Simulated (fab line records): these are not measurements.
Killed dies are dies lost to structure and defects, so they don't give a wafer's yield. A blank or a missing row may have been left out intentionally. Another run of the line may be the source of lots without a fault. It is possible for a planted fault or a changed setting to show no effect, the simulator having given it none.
fab line records	flow sky130
[record] lots = 13	wafers = 39	last-day = 50
route steps=708 shown PWDE@52 VT_ADJUST_LVTN@104 VT_ADJUST_NCORE@129 VT_ADJUST_HVTR@141
lots with no fault: from the same line, run without faults
start-h: start of the lot's first displayed wafer, in hours after the record's first day	wait-h: hours from the lot's prior step to this one	" same as the row above	L1.1+2: several wafers, shown together as one row	- value missing, or start not given	* or withheld: withheld	< > ~ a bound
route shown NAME@n: NAME is a module with steps in the file, n the number in the route of the first one	usual: mean/standard deviation of fault-free wafers	same: alike in all rows	chamber/n: place in a boat	sites: readings site by site	_std_site: their standard deviation	_edge_site: inner sites' mean taken away from outer sites' mean	radius-mm: for every site, how far away it sits from the centre of the wafer	mask NAME#n: copy n	behind: tool/chamber where the wafer was last shaped	hold: what put the lot on hold/how long, in hours/how the hold closed	device: which transistor (n, p or np) failed to switch	end of line: the same wafers' tests at the end of the route	where a step has no rows: the recipe by itself	killed: not the wafer's yield, but the dies lost to structure and defects at the first sort	map: per-die view of a wafer (x killed, . not killed, _ where there is no die)
set.NAME: the setting that was run; set.NAME@STEP: the one run at that earlier step	model.NAME: the simulator's own value behind a step, which no gauge read
the route's steps for a sample of lots (tables are steps, rows are wafers)
services: the hour from which a tool's chamber was out of use, counted from the record's first day as start-h (under 0 if before that day), plus the number of hours and why
[[steps]]
[step SKY_PWDE_OVL_MEAS_07]
[usual] PWDE_OVL = -0.9/1.5
lot.wafer	tool	chamber	start-h	wait-h	PWDE_OVL[nm]
L977.1	overlay-02	-	69.24	-	-1.6
L977.4	"	-	"	"	-1.7
L977.5	"	-	"	"	-0.6
L978.1	overlay-01	-	76.79	-	2.7
L978.3	"	-	"	"	3.2
L978.4	"	-	"	"	1.2
L979.1	overlay-01	-	78.48	-	-3.4
L979.3	"	-	"	"	-3.8
L979.6	"	-	"	"	-3.7
L982.1	overlay-01	-	98.49	-	0.0
L982.2	"	-	"	"	1.2
L982.4	"	-	"	"	0.8
L983.1	overlay-02	-	103.73	-	-2.4
L983.3	"	-	"	"	-1.6
L983.4	"	-	"	"	-1.2
L984.1	overlay-01	-	108.48	-	-0.6
L984.4	"	-	"	"	-2.0
L984.6	"	-	"	"	-0.5
L985.2	overlay-01	-	114.34	-	-1.1
L985.3	"	-	"	"	-0.6
L985.5	"	-	"	"	-1.1
L986.1	overlay-01	-	119.23	-	-0.5
L986.3	"	-	"	"	-0.1
L986.5	"	-	"	"	-0.6
L987.1	overlay-02	-	125.31	-	0.0
L987.2	"	-	"	"	-0.7
L987.6	"	-	"	"	-0.2
L988.3	overlay-02	-	130.07	-	3.6
L988.4	"	-	"	"	-0.4
L988.5	"	-	"	"	1.1
L991.1	overlay-02	-	146.88	-	-1.2
L991.3	"	-	"	"	-1.2
L991.6	"	-	"	"	-1.0
L993.1	overlay-02	-	159.34	-	-0.6
L993.2	"	-	"	"	-1.0
L993.5	"	-	"	"	0.8
L100.2	overlay-02	-	202.13	-	-1.3
L100.3	"	-	"	"	-1.1
L100.4	"	-	"	"	-1.7
[step SKY_VT_ADJUST_LVTN_OVL_MEAS_07]
[usual] VT_ADJUST_LVTN_OVL = 0.4/1.3
lot.wafer	tool	chamber	start-h	wait-h	VT_ADJUST_LVTN_OVL[nm]
L977.1	overlay-01	-	143.57	-	-2.6
L977.4	"	-	"	"	-0.7
L977.5	"	-	"	"	-0.1
L978.1	overlay-01	-	151.98	-	0.6
L978.3	"	-	"	"	1.8
L978.4	"	-	"	"	0.5
L979.1	overlay-02	-	153.49	-	1.3
L979.3	"	-	"	"	0.6
L979.6	"	-	"	"	-0.5
L982.1	overlay-02	-	177.69	-	-2.1
L982.2	"	-	"	"	-0.7
L982.4	"	-	"	"	-1.2
L983.1	overlay-02	-	182.79	-	2.0
L983.3	"	-	"	"	1.6
L983.4	"	-	"	"	2.1
L984.1	overlay-02	-	187.62	-	0.3
L984.4	"	-	"	"	1.0
L984.6	"	-	"	"	0.8
L985.2	overlay-02	-	194.83	-	0.2
L985.3	"	-	"	"	0.6
L985.5	"	-	"	"	0.5
L986.1	overlay-01	-	199.04	-	-2.8
L986.3	"	-	"	"	-1.1
L986.5	"	-	"	"	-2.3
L987.1	overlay-01	-	206.83	-	2.9
L987.2	"	-	"	"	3.1
L987.6	"	-	"	"	1.8
L988.3	overlay-02	-	212.88	-	3.3
L988.4	"	-	"	"	1.2
L988.5	"	-	"	"	2.0
L991.1	overlay-01	-	232.38	-	0.1
L991.3	"	-	"	"	1.3
L991.6	"	-	"	"	-0.1
L993.1	overlay-02	-	247.77	-	3.1
L993.2	"	-	"	"	1.0
L993.5	"	-	"	"	2.0
L100.2	overlay-01	-	298.29	-	-0.4
L100.3	"	-	"	"	-0.3
L100.4	"	-	"	"	0.2
[step SKY_VT_ADJUST_LVTN_STRIP_20]
[recipe] chemistry = O2/N2	power-w = 1400	pressure-mtorr = 1500	platen-temp-c = withheld	o2-flow-sccm = 3000	n2-flow-sccm = 300	overash-fraction = 0.5
[usual] drypump-motor-current-A = 5.3/0.44	oes-product-au = 0.716/0.0045	strip-time-to-endpoint-s = 14.18/0.038
lot.wafer	tool	chamber	start-h	wait-h	drypump-motor-current-A	oes-product-au	rf-hours-counter-h	strip-time-to-endpoint-s
L977.1	plasma-asher-01	1	163.72	0.1	5.1	0.717	49	14.15
L977.4	"	0	"	"	4.9	0.706	-	14.17
L977.5	"	0	"	"	4.9	0.718	-	14.19
L978.1	plasma-asher-03	0	173.16	0.1	5.5	0.722	36	14.15
L978.3	"	0	"	"	5.5	0.713	-	14.16
L978.4	"	1	"	"	5.3	0.721	-	14.15
L979.1	plasma-asher-04	0	175.16	0.1	6.0	0.711	6	14.20
L979.3	"	1	"	"	4.7	0.717	-	14.11
L979.6	"	1	"	"	4.7	0.711	-	14.15
L982.1	plasma-asher-03	0	198.61	0.1	5.5	0.712	39	14.17
L982.2	"	1	"	"	5.3	0.717	39	14.20
L982.4	"	1	"	"	5.4	0.716	-	14.18
L983.1	plasma-asher-01	0	204.06	0.1	4.9	0.718	52	14.19
L983.3	"	0	"	"	4.9	0.714	-	14.22
L983.4	"	1	"	"	5.1	0.712	-	14.15
L984.1	plasma-asher-04	0	209.86	0.1	6.0	0.714	9	14.15
L984.4	"	0	"	"	6.0	0.710	-	14.19
L984.6	"	0	"	"	5.9	0.715	-	14.19
L985.2	plasma-asher-04	1	217.07	0.1	4.7	0.725	10	14.15
L985.3	"	0	"	"	6.0	0.712	-	14.19
L985.5	"	0	"	"	5.9	0.717	-	14.19
L986.1	plasma-asher-04	0	221.81	0.1	6.0	0.722	11	14.18
L986.3	"	1	"	"	4.7	0.713	-	14.17
L986.5	"	0	"	"	5.9	0.716	-	14.13
L987.1	plasma-asher-03	0	229.61	0.1	5.5	0.716	42	14.14
L987.2	"	1	"	"	5.3	0.721	42	14.11
L987.6	"	0	"	"	5.5	0.713	-	14.18
L988.3	plasma-asher-03	0	236.30	0.1	5.5	0.717	-	14.18
L988.4	"	1	"	"	5.3	0.717	-	14.16
L988.5	"	0	"	"	5.5	0.722	-	14.16
L991.1	plasma-asher-04	0	256.26	0.1	5.9	0.714	14	14.22
L991.3	"	0	"	"	5.9	0.716	-	14.19
L991.6	"	0	"	"	5.9	0.718	-	14.21
L993.1	plasma-asher-03	1	271.82	0.1	5.3	0.927	46	-
L993.2	"	0	"	"	5.5	0.924	46	-
L993.5	"	1	"	"	5.3	0.914	-	-
L100.2	plasma-asher-01	0	324.21	0.1	4.9	0.718	63	14.15
L100.3	"	0	"	"	4.9	0.707	-	14.17
L100.4	"	1	"	"	5.1	0.722	-	14.12
[step SKY_VT_ADJUST_NCORE_STRIP_10]
[recipe] chemistry = O2/N2	power-w = 1400	pressure-mtorr = 1500	platen-temp-c = withheld	o2-flow-sccm = 3000	n2-flow-sccm = 300	overash-fraction = 0.5
[usual] drypump-motor-current-A = 5.5/0.58	oes-product-au = 0.716/0.0045	strip-time-to-endpoint-s = 14.16/0.045
lot.wafer	tool	chamber	start-h	wait-h	drypump-motor-current-A	oes-product-au	rf-hours-counter-h	strip-time-to-endpoint-s
L977.1	plasma-asher-04	0	184.58	0.1	5.9	0.713	7	14.16
L977.4	"	0	"	"	5.9	0.720	-	14.18
L977.5	"	0	"	"	5.9	0.707	-	14.15
L978.1	plasma-asher-04	1	194.13	0.1	4.7	0.714	8	14.19
L978.3	"	0	"	"	5.9	0.706	-	14.18
L978.4	"	1	"	"	4.7	0.719	-	14.17
L979.1	plasma-asher-02	1	196.03	0.1	5.5	0.722	47	14.14
L979.3	"	0	"	"	6.3	0.715	-	14.18
L979.6	"	0	"	"	6.3	0.717	-	14.13
L982.1	plasma-asher-01	0	221.28	0.1	4.9	0.716	54	14.10
L982.2	"	1	"	"	5.1	0.718	54	14.15
L982.4	"	0	"	"	4.9	0.711	-	14.15
L983.1	plasma-asher-01	1	226.81	0.1	5.1	0.719	54	14.16
L983.3	"	0	"	"	4.9	0.718	-	14.18
L983.4	"	1	"	"	5.1	0.714	-	14.13
L984.1	plasma-asher-02	1	233.21	0.1	5.6	0.715	51	14.16
L984.4	"	1	"	"	5.6	0.715	-	14.17
L984.6	"	0	"	"	6.3	0.712	-	14.19
L985.2	plasma-asher-02	1	239.54	0.1	5.6	0.719	52	14.28
L985.3	"	1	"	"	5.6	0.709	-	14.20
L985.5	"	1	"	"	5.6	0.722	-	14.18
L986.1	plasma-asher-04	0	245.43	0.1	5.9	0.716	13	14.16
L986.3	"	1	"	"	4.7	0.712	-	14.17
L986.5	"	1	"	"	4.7	0.710	-	14.17
L987.1	plasma-asher-02	1	253.01	0.1	5.5	0.721	53	14.13
L987.2	"	0	"	"	6.3	0.722	53	14.18
L987.6	"	1	"	"	5.6	0.720	-	14.19
L988.3	plasma-asher-04	0	259.91	0.1	5.9	0.716	-	14.17
L988.4	"	1	"	"	4.7	0.715	-	14.17
L988.5	"	0	"	"	5.9	0.718	-	14.13
L991.1	plasma-asher-01	0	279.83	0.1	4.9	0.718	59	14.19
L991.3	"	0	"	"	4.9	0.720	-	14.14
L991.6	"	1	"	"	5.1	0.719	-	14.13
L993.1	plasma-asher-02	0	296.31	0.1	6.3	0.717	57	23.37
L993.2	"	1	"	"	5.6	0.720	57	23.42
L993.5	"	1	"	"	5.6	0.715	-	23.46
L100.2	plasma-asher-04	0	351.91	0.1	5.9	0.710	23	14.16
L100.3	"	1	"	"	4.7	0.717	-	14.15
L100.4	"	0	"	"	5.9	0.721	-	14.20
[step SKY_VT_ADJUST_NCORE_TW_MEAS_11]
[usual] VT_ADJUST_NCORE_TW = 219.0/1.2
lot.wafer	tool	chamber	start-h	wait-h	VT_ADJUST_NCORE_TW
L977.1	film-metro-02	-	184.68	0.1	218.4
L977.4	"	-	"	"	217.4
L977.5	"	-	"	"	218.5
L978.1	film-metro-01	-	194.23	0.1	216.9
L978.3	"	-	"	"	217.1
L978.4	"	-	"	"	217.8
L979.1	film-metro-03	-	196.13	0.1	219.9
L979.3	"	-	"	"	219.7
L979.6	"	-	"	"	219.1
L982.1	film-metro-03	-	221.38	0.1	221.5
L982.2	"	-	"	"	218.8
L982.4	"	-	"	"	219.8
L983.1	film-metro-02	-	226.91	0.1	219.1
L983.3	"	-	"	"	217.8
L983.4	"	-	"	"	217.2
L984.1	film-metro-03	-	233.31	0.1	219.4
L984.4	"	-	"	"	220.0
L984.6	"	-	"	"	219.9
L985.2	film-metro-03	-	239.65	0.1	218.9
L985.3	"	-	"	"	218.7
L985.5	"	-	"	"	218.5
L986.1	film-metro-01	-	245.53	0.1	218.4
L986.3	"	-	"	"	218.9
L986.5	"	-	"	"	218.8
L987.1	film-metro-03	-	253.11	0.1	219.3
L987.2	"	-	"	"	218.9
L987.6	"	-	"	"	219.3
L988.3	film-metro-02	-	260.00	0.1	217.7
L988.4	"	-	"	"	218.2
L988.5	"	-	"	"	216.5
L991.1	film-metro-01	-	279.93	0.1	217.7
L991.3	"	-	"	"	218.9
L991.6	"	-	"	"	217.8
L993.1	film-metro-03	-	296.41	0.1	30.2
L993.2	"	-	"	"	30.0
L993.5	"	-	"	"	30.1
L100.2	film-metro-02	-	352.02	0.1	219.5
L100.3	"	-	"	"	219.6
L100.4	"	-	"	"	220.3
[step SKY_VT_ADJUST_HVTR_STRIP_10]
[recipe] chemistry = O2/N2	power-w = 1400	pressure-mtorr = 1500	platen-temp-c = withheld	o2-flow-sccm = 3000	n2-flow-sccm = 300	overash-fraction = 0.5
[usual] drypump-motor-current-A = 5.7/0.49	oes-product-au = 0.716/0.0043	strip-time-to-endpoint-s = 14.16/0.045
lot.wafer	tool	chamber	start-h	wait-h	drypump-motor-current-A	oes-product-au	rf-hours-counter-h	strip-time-to-endpoint-s
L977.1	plasma-asher-02	1	206.16	0.1	5.5	0.712	48	14.11
L977.4	"	0	"	"	6.3	0.713	-	14.13
L977.5	"	1	"	"	5.6	0.714	-	14.11
L978.1	plasma-asher-02	0	216.03	0.1	6.4	0.712	49	14.28
L978.3	"	0	"	"	6.3	0.707	-	14.24
L978.4	"	1	"	"	5.6	0.712	-	14.25
L979.1	plasma-asher-02	0	217.91	0.1	6.4	0.716	49	14.14
L979.3	"	0	"	"	6.4	0.721	-	14.15
L979.6	"	1	"	"	5.5	0.720	-	14.15
L982.1	plasma-asher-02	0	244.53	0.1	6.4	0.722	52	14.12
L982.2	"	1	"	"	5.6	0.720	52	14.15
L982.4	"	1	"	"	5.6	0.716	-	14.15
L983.1	plasma-asher-02	1	250.16	0.1	5.6	0.713	53	14.15
L983.3	"	1	"	"	5.6	0.720	-	14.12
L983.4	"	0	"	"	6.3	0.711	-	14.15
L984.1	plasma-asher-03	0	257.09	0.1	5.5	0.714	44	14.12
L984.4	"	0	"	"	5.5	0.715	-	14.13
L984.6	"	0	"	"	5.5	0.725	-	14.12
L985.2	plasma-asher-04	0	263.68	0.1	5.9	0.717	15	14.18
L985.3	"	0	"	"	5.9	0.712	-	14.16
L985.5	"	0	"	"	5.9	0.718	-	14.15
L986.1	plasma-asher-02	0	269.71	0.1	6.3	0.713	55	14.15
L986.3	"	0	"	"	6.3	0.709	-	14.15
L986.5	"	0	"	"	6.3	0.716	-	14.13
L987.1	plasma-asher-03	0	276.86	0.1	5.5	0.722	46	14.16
L987.2	"	1	"	"	5.3	0.715	46	14.15
L987.6	"	1	"	"	5.3	0.716	-	14.22
L988.3	plasma-asher-02	1	285.43	0.1	5.6	0.719	-	14.15
L988.4	"	0	"	"	6.3	0.721	-	14.12
L988.5	"	0	"	"	6.3	0.713	-	14.14
L991.1	plasma-asher-02	1	304.18	0.1	5.6	0.721	58	14.14
L991.3	"	1	"	"	5.6	0.714	-	14.16
L991.6	"	1	"	"	5.5	0.719	-	14.13
L993.1	plasma-asher-02	0	321.61	0.1	6.4	0.721	60	14.11
L993.2	"	1	"	"	5.6	0.719	60	14.10
L993.5	"	0	"	"	6.4	0.721	-	14.12
L100.2	plasma-asher-02	0	379.86	0.1	6.3	0.718	64	14.18
L100.3	"	1	"	"	5.6	0.716	-	14.18
L100.4	"	0	"	"	6.3	0.722	-	14.16
[[services]]
tool	chamber	start-h	hours	kind
plasma-asher-01	-	166.14	3.9	repair
plasma-asher-02	-	193.87	1.8	repair
plasma-asher-01	-	253.97	2.3	repair
plasma-asher-04	-	334.51	3.2	repair
plasma-asher-03	-	335.24	3.8	repair
plasma-asher-02	-	340.88	13.8	repair
plasma-asher-04	-	345.64	1.3	repair
plasma-asher-04	-	365.37	24.4	repair
[[key]]
[first-sign] step = SKY_VT_ADJUST_LVTN_STRIP_20	reading = oes-product-au	direction = up	sigmas = 46	usual = 0.716	struck = 0.922
[effect] step = SKY_VT_ADJUST_NCORE_STRIP_10	reading = strip-time-to-endpoint-s	direction = up	sigmas = 99+	usual = *	struck = *
[effect] step = SKY_VT_ADJUST_NCORE_TW_MEAS_11	reading = VT_ADJUST_NCORE_TW	direction = down	sigmas = 99+	usual = 219.0	struck = 30.1
met-at SKY_VT_ADJUST_LVTN_STRIP_20
struck-lots L993
sort-left-out L993.1,L993.2,L993.5
tester-left-out L993
not-acting-at SKY_PWDE_OVL_MEAS_07,SKY_VT_ADJUST_LVTN_OVL_MEAS_07,SKY_VT_ADJUST_HVTR_STRIP_10
onset-between 236.30 271.82
[fault] kind = strip-aborted	tool = plasma-asher-03	chamber = -	onset-h = 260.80	steps = SKY_VT_ADJUST_LVTN_STRIP_20	offset = 0.77964	end-h = 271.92
// tester-left-out: of these lots the tester's yield and bins aren't shown, on N5 and GAA mostly nor the transistor test; their killed dies are dies lost to structure and defects alone, not to doping, threshold or leakage, so they don't give the yield
// sort-left-out: the simulated sort isn't trusted on such a fault, so these wafers' sort isn't shown, and their yield isn't known
